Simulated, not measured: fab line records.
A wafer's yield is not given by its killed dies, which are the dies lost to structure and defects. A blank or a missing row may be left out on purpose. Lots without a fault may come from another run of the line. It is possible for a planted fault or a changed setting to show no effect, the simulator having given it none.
The tool behind it: which one? | flow sky130 | 33 wafers from 11 lots sampled at 6 of the route's 708 steps

WHAT EACH GAUGE READ, for each wafer
SKY_POLY_CUT_CD_MEAS_08: the cd target is 270 nm. Usual: cdNm 269.8 nm, standard deviation 1.7.
lot  | measured     | on       | cdNm (nm)         | flag
L652 | day 24 10:26 | cdSem-01 | 269.1 268.3 270.3 | 
L653 | day 24 18:24 | cdSem-01 | 269.8 268.8 269.5 | 
L654 | day 25 08:11 | cdSem-01 | 273.9 273.4 273.3 | 
L655 | day 25 14:39 | cdSem-02 | 268.6 269.0 268.7 | 
L661 | day 27 16:10 | cdSem-02 | 268.4 267.7 267.4 | 
L663 | day 28 12:01 | cdSem-01 | 268.2 269.5 269.3 | 
L668 | day 30 00:22 | cdSem-01 | 268.7 268.9 270.0 | 
L670 | day 30 17:05 | cdSem-01 | 274.9 272.1 273.5 | 
L672 | day 31 13:16 | cdSem-02 | 266.9 268.7 268.6 | 
L673 | day 31 17:04 | cdSem-01 | 268.2 269.9 269.2 | 
L674 | day 33 06:11 | cdSem-01 | 270.1 270.0 269.9 | 

SKY_SD_N_RS_MEAS_16: a four-point-probe measurement. Usual: for SD_N_RS the level is 68.52 ohm/sq and the standard deviation is 0.14.
lot  | measured     | on           | SD_N_RS (ohm/sq)  | flag
L652 | day 28 03:16 | filmMetro-02 | 68.47 68.43 68.37 | 
L653 | day 28 09:50 | filmMetro-03 | 68.60 68.51 68.54 | 
L654 | day 28 23:11 | filmMetro-03 | 68.30 68.53 68.36 | 
L655 | day 29 06:05 | filmMetro-02 | 68.34 68.32 68.51 | 
L661 | day 31 06:19 | filmMetro-01 | 71.50 71.55 71.81 | OFF
L663 | day 32 01:01 | filmMetro-01 | 71.78 71.66 71.75 | OFF
L668 | day 33 11:01 | filmMetro-02 | 68.52 68.47 68.49 | 
L670 | day 34 02:22 | filmMetro-01 | 68.68 68.48 68.63 | 
L672 | day 34 22:34 | filmMetro-01 | 68.75 68.79 68.68 | 
L673 | day 35 01:25 | filmMetro-03 | 68.58 68.60 68.42 | 
L674 | day 36 13:19 | filmMetro-01 | 68.70 68.82 68.54 | 

SKY_SD_N_RS_MEAS_17: a four-point-probe measurement. Usual: for SD_P_RS the level is 147.0 ohm/sq and the standard deviation is 0.3.
lot  | measured     | on           | SD_P_RS (ohm/sq)  | flag
L652 | day 28 03:23 | filmMetro-02 | 146.5 146.6 147.0 | 
L653 | day 28 09:58 | filmMetro-03 | 147.2 147.1 147.2 | 
L654 | day 28 23:19 | filmMetro-03 | 146.8 147.0 146.5 | 
L655 | day 29 06:13 | filmMetro-02 | 146.9 146.6 147.0 | 
L661 | day 31 06:26 | filmMetro-01 | 164.1 164.5 164.8 | OFF
L663 | day 32 01:08 | filmMetro-01 | 164.4 164.3 164.3 | OFF
L668 | day 33 11:08 | filmMetro-02 | 147.0 146.9 146.8 | 
L670 | day 34 02:29 | filmMetro-01 | 147.5 147.4 147.1 | 
L672 | day 34 22:41 | filmMetro-01 | 147.5 147.1 147.6 | 
L673 | day 35 01:32 | filmMetro-03 | 147.4 147.2 147.2 | 
L674 | day 36 13:26 | filmMetro-01 | 147.1 146.6 146.8 | 

WHAT TOOL EACH LOT RAN ON (gives the tool, then ch and the chambers of the sampled wafers, and finally the start)
lot  | SKY_SPACER_ETCHBACK_02            | SKY_SD_N_STRIP_11                   | SKY_SD_N_RTA_14
L652 | rieDiel-03 ch 1,2,3, day 23 04:45 | plasmaAsher-02 ch 0, day 28 02:53   | rtpAnneal-01 ch 0, day 28 03:06
L653 | rieDiel-04 ch 0,3, day 23 12:49   | plasmaAsher-02 ch 0,1, day 28 09:27 | rtpAnneal-02 ch 0, day 28 09:40
L654 | rieDiel-04 ch 0,3, day 24 02:07   | plasmaAsher-04 ch 0,1, day 28 22:45 | rtpAnneal-01 ch 0, day 28 22:58
L655 | rieDiel-02 ch 0,2, day 24 09:22   | plasmaAsher-02 ch 0,1, day 29 05:42 | rtpAnneal-02 ch 0, day 29 05:55
L661 | rieDiel-04 ch 0,1,2, day 26 11:34 | plasmaAsher-03 ch 0,1, day 31 05:55 | rtpAnneal-02 ch 0, day 31 06:08
L663 | rieDiel-02 ch 1,2,3, day 27 07:21 | plasmaAsher-02 ch 0,1, day 32 00:37 | rtpAnneal-02 ch 0, day 32 00:49
L668 | rieDiel-02 ch 1,3, day 28 20:40   | plasmaAsher-03 ch 0,1, day 33 10:37 | rtpAnneal-01 ch 0, day 33 10:49
L670 | rieDiel-02 ch 2,3, day 29 13:42   | plasmaAsher-02 ch 0,1, day 34 01:59 | rtpAnneal-01 ch 0, day 34 02:11
L672 | rieDiel-03 ch 2,3, day 30 10:23   | plasmaAsher-02 ch 0,1, day 34 22:10 | rtpAnneal-01 ch 0, day 34 22:23
L673 | rieDiel-04 ch 1,2,3, day 30 14:00 | plasmaAsher-04 ch 0,1, day 35 01:00 | rtpAnneal-02 ch 0, day 35 01:13
L674 | rieDiel-02 ch 0,2, day 32 02:31   | plasmaAsher-02 ch 0, day 36 12:56   | rtpAnneal-02 ch 0, day 36 13:09
- SKY_SPACER_ETCHBACK_02: etches Si3N4 in CH3F/O2, stops on SiO2, time 46.7 s, target depth 45 nm.
- SKY_SD_N_STRIP_11: strips in O2/N2.
- SKY_SD_N_RTA_14: time 2 s.

AS READ BY THE TOOLS THEMSELVES (means over the sampled wafers that have a number; for cases with no such wafer, the mark the record gives instead)
SKY_SPACER_ETCHBACK_02. Usual: drypumpMotorCurrentA 5.7 A, standard deviation 0.48; oesProductAu 0.855 a.u., standard deviation 0.0065; rfFwdPowerW 396.2 W, standard deviation 1.6; throttleValvePct 10.563 %, standard deviation 0.0085.
lot  | tool       | drypumpMotorCurrentA (A) | oesProductAu (a.u.) | rfFwdPowerW (W) | throttleValvePct (%) | flag
L652 | rieDiel-03 | 5.6                      | 0.866               | 398.3           | 10.568               | 
L653 | rieDiel-04 | 5.5                      | 0.860               | 396.6           | 10.562               | 
L654 | rieDiel-04 | 5.4                      | 0.858               | 395.7           | 10.568               | 
L655 | rieDiel-02 | 5.6                      | 0.858               | 395.4           | 10.564               | 
L661 | rieDiel-04 | 5.2                      | 0.850               | 397.3           | 10.566               | 
L663 | rieDiel-02 | 6.0                      | 0.854               | 395.4           | 10.559               | 
L668 | rieDiel-02 | 6.3                      | 0.850               | 396.1           | 10.554               | 
L670 | rieDiel-02 | 5.7                      | 0.854               | 393.8           | 10.559               | 
L672 | rieDiel-03 | 5.7                      | 0.859               | 399.0           | 10.562               | 
L673 | rieDiel-04 | 5.3                      | 0.852               | 398.1           | 10.563               | 
L674 | rieDiel-02 | 5.6                      | 0.847               | 395.3           | 10.566               | 

SKY_SD_N_STRIP_11. Usual: drypumpMotorCurrentA 5.6 A, standard deviation 0.45; oesProductAu 0.527 a.u., standard deviation 0.0049; stripTimeToEndpointS 22.55 s, standard deviation 0.036.
lot  | tool           | drypumpMotorCurrentA (A) | oesProductAu (a.u.) | stripTimeToEndpointS (s) | flag
L652 | plasmaAsher-02 | 6.3                      | 0.528               | 22.55                    | 
L653 | plasmaAsher-02 | 5.9                      | 0.523               | 22.51                    | 
L654 | plasmaAsher-04 | 5.1                      | 0.522               | 22.53                    | 
L655 | plasmaAsher-02 | 5.5                      | 0.524               | 22.56                    | 
L661 | plasmaAsher-03 | 5.7                      | 0.529               | 22.49                    | 
L663 | plasmaAsher-02 | 5.5                      | 0.527               | 22.56                    | 
L668 | plasmaAsher-03 | 5.7                      | 0.526               | 22.55                    | 
L670 | plasmaAsher-02 | 5.5                      | 0.530               | 22.53                    | 
L672 | plasmaAsher-02 | 5.9                      | 0.525               | 22.53                    | 
L673 | plasmaAsher-04 | 5.1                      | 0.527               | 22.51                    | 
L674 | plasmaAsher-02 | 6.3                      | 0.528               | 22.52                    | 

SKY_SD_N_RTA_14. Usual: lampPowerPct 15.73 %, standard deviation 0.05; wafer_temp_C_max 1077.8, standard deviation 1.3.
lot  | tool         | lampPowerPct (%) | wafer_temp_C_max | flag
L652 | rtpAnneal-01 | 15.74            | 1077.5           | 
L653 | rtpAnneal-02 | 15.76            | 1078.4           | 
L654 | rtpAnneal-01 | 15.77            | 1076.9           | 
L655 | rtpAnneal-02 | 15.75            | 1077.1           | 
L661 | rtpAnneal-02 | 15.32            | 1057.2           | OFF
L663 | rtpAnneal-02 | 15.32            | 1058.1           | OFF
L668 | rtpAnneal-01 | 15.69            | 1077.4           | 
L670 | rtpAnneal-01 | 15.72            | 1077.1           | 
L672 | rtpAnneal-01 | 15.75            | 1077.6           | 
L673 | rtpAnneal-02 | 15.72            | 1076.8           | 
L674 | rtpAnneal-02 | 15.75            | 1078.0           | 

THE ANSWER, worked out from the rows above alone
Rule: lot off if the mean of its wafers having a number is beyond 3 standard deviations from the usual mean. A lot without any number at a reading at which 4 lots or more have one is off too. The other lots that the step has rows for count as sound. First the gauges in route order, then the tools' own readings, where a lot's mean is used as printed above. At the first step where some lot is off, the reading lying furthest off is the one used; lots without a number count as furthest.
Off: at SKY_SD_N_RS_MEAS_16 (SD_N_RS), L661, L663.
A tool fits if, at a process step before that reading, it ran every lot that is off, and no sound lot after the first of them. The gauges at SKY_SD_N_RS_MEAS_16 aren't tried: what is off there is off at SKY_SD_N_RTA_14 too, on other tools, and a gauge's error can't cause that. Not one of the candidates tried fits.

WHAT HAD BEEN PUT IN BY THE SIMULATOR
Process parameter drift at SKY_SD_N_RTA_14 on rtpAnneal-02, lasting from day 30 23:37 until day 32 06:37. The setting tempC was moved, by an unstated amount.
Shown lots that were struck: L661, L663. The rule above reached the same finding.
